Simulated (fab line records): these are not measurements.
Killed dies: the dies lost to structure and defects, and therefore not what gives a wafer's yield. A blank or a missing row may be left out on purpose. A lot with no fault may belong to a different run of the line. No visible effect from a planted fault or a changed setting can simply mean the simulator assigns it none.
Which tool did it? ; flow gf180mcu ; 15 lots (42 wafers sampled), 1 step of a 602-step route

WHAT THE GAUGES SHOWED, per wafer
GF_SAB_OVL_MEAS_10.
lot;measured;on;SAB_OVL (nm)
L730;day 15 08:19;overlay-01;-0.9 -0.4 -2.3
L731;day 15 21:29;overlay-02;-3.4 -1.9 0.2
L732;day 16 10:41;overlay-02;0.4 2.9 1.6
L733;day 16 19:08;overlay-01;1.4 1.8 1.3
L734;day 17 02:56;overlay-01;1.5 2.5 -1.3
L735;day 17 08:20;overlay-02;1.7 2.2 1.5
L736;day 17 16:36;overlay-01;0.5 -1.1 -0.8
L737;day 18 03:26;overlay-01;-1.9 -1.0 -0.5
L739;day 18 21:44;overlay-01;0.8 0.1 0.3
L740;day 19 11:59;overlay-02;-0.1 1.5 -0.7
L741;day 19 22:05;overlay-01;-0.3 0.1 0.0
L742;day 20 01:00;overlay-02;-0.1 -1.3 -0.1
L750;day 22 19:20;overlay-02;-0.2 0.9
L751;day 23 00:06;overlay-02;-0.5 1.0
L752;day 23 04:40;overlay-02;2.1 0.4

WHICH TOOL RAN EACH LOT (tool, then ch and the chambers of the sampled wafers, then the start)
There is no process step in the record ahead of these readings.

WHAT THE TOOLS THEMSELVES READ (means of the sampled wafers that have a number; where no wafer has one, the mark that the record gives instead)
The record holds no such reading with a usual standard deviation.

THE ANSWER, worked out from the rows above alone
Rule: the lots themselves supply what counts as usual. Put in order of their means at a reading, lots are off if they are a third of the lots or fewer, leave a main group of 4 or more, and stand apart from it by a gap of 3 or more times the standard deviation of the main group's means; of several such gaps the widest counts. A main group is skipped when, at the precision printed for the reading in the tables above, its means are all equal. A lot without any number at a reading at which 4 lots or more have one is off too. All remaining lots with rows at the step are treated as sound. After the gauges, taken in route order, come the tools' own readings; for these a lot's mean is taken, as printed above. The first step at which some lot is off is used, and at that step the reading that is off furthest; a lot without a number counts as furthest.
No lot is off at any reading shown: from this, nothing can be told.

WHAT HAD BEEN PUT IN BY THE SIMULATOR
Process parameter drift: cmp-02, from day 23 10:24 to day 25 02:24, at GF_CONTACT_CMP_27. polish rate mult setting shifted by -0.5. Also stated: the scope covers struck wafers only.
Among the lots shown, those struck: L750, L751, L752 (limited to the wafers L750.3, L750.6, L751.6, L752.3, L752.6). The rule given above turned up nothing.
